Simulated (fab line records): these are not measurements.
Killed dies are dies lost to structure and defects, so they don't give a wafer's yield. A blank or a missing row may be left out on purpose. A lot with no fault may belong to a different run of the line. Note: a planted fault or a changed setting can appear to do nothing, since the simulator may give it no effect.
Chamber matching || flow gf180mcu || 4 sister chambers for GF_CONTACT_CMP_27 on cmp-01
The step polishes, stops on SiO2, t overpolish 15 s, target thk 0 nm. 4 wafers are shown with their chamber, then 8 later ones without.

== WAFERS WITH THEIR CHAMBER ==
{"wafer": "L861.6", "chamber": 1, "motorCurrentA (A)": 12.2}
{"wafer": "L866.1", "chamber": 3, "motorCurrentA (A)": 12.5}
{"wafer": "L866.4", "chamber": 2, "motorCurrentA (A)": 10.5}
{"wafer": "L871.2", "chamber": 0, "motorCurrentA (A)": 10.8}

== WAFERS WITHOUT THEIR CHAMBER ==
{"wafer": "L871.3", "motorCurrentA (A)": 11.0}
{"wafer": "L871.4", "motorCurrentA (A)": 11.2}
{"wafer": "L876.2", "motorCurrentA (A)": 13.1}
{"wafer": "L876.3", "motorCurrentA (A)": 10.7}
{"wafer": "L876.6", "motorCurrentA (A)": 12.9}
{"wafer": "L877.3", "motorCurrentA (A)": 11.1}
{"wafer": "L877.5", "motorCurrentA (A)": 11.0}
{"wafer": "L877.6", "motorCurrentA (A)": 12.7}

== WHICH CHAMBER EACH ONE RAN IN ==
{"wafer": "L871.3", "from the rows above": "can't be placed: 0 or 2", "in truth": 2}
{"wafer": "L871.4", "from the rows above": "can't be placed: 0 or 2 or 1", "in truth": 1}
{"wafer": "L876.2", "from the rows above": "can't be placed: 3 or 1", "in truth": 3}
{"wafer": "L876.3", "from the rows above": "can't be placed: 0 or 2", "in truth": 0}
{"wafer": "L876.6", "from the rows above": "can't be placed: 3 or 1", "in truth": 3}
{"wafer": "L877.3", "from the rows above": "can't be placed: 0 or 2", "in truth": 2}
{"wafer": "L877.5", "from the rows above": "can't be placed: 0 or 2", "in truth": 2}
{"wafer": "L877.6", "from the rows above": "can't be placed: 3 or 1", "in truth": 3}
Correctly placed: 0 of 8. Unplaceable from these rows: 8, with the true chamber sitting among the candidates in 8. 0 placed wrongly.
How it was worked out, from the rows above alone: a wafer's distance from a chamber is the root of the sum, over the readings, of the square of ((its reading less the chamber's mean) divided by the reading's scatter). The wafer belongs to the nearest chamber; if the next one is less than 2 further off, it can't be placed. The mean given for a chamber averages the wafers shown for that chamber. The scatter: with one shown wafer a chamber, the root of the mean of the squares of how far each hidden wafer lies from its nearest shown one.
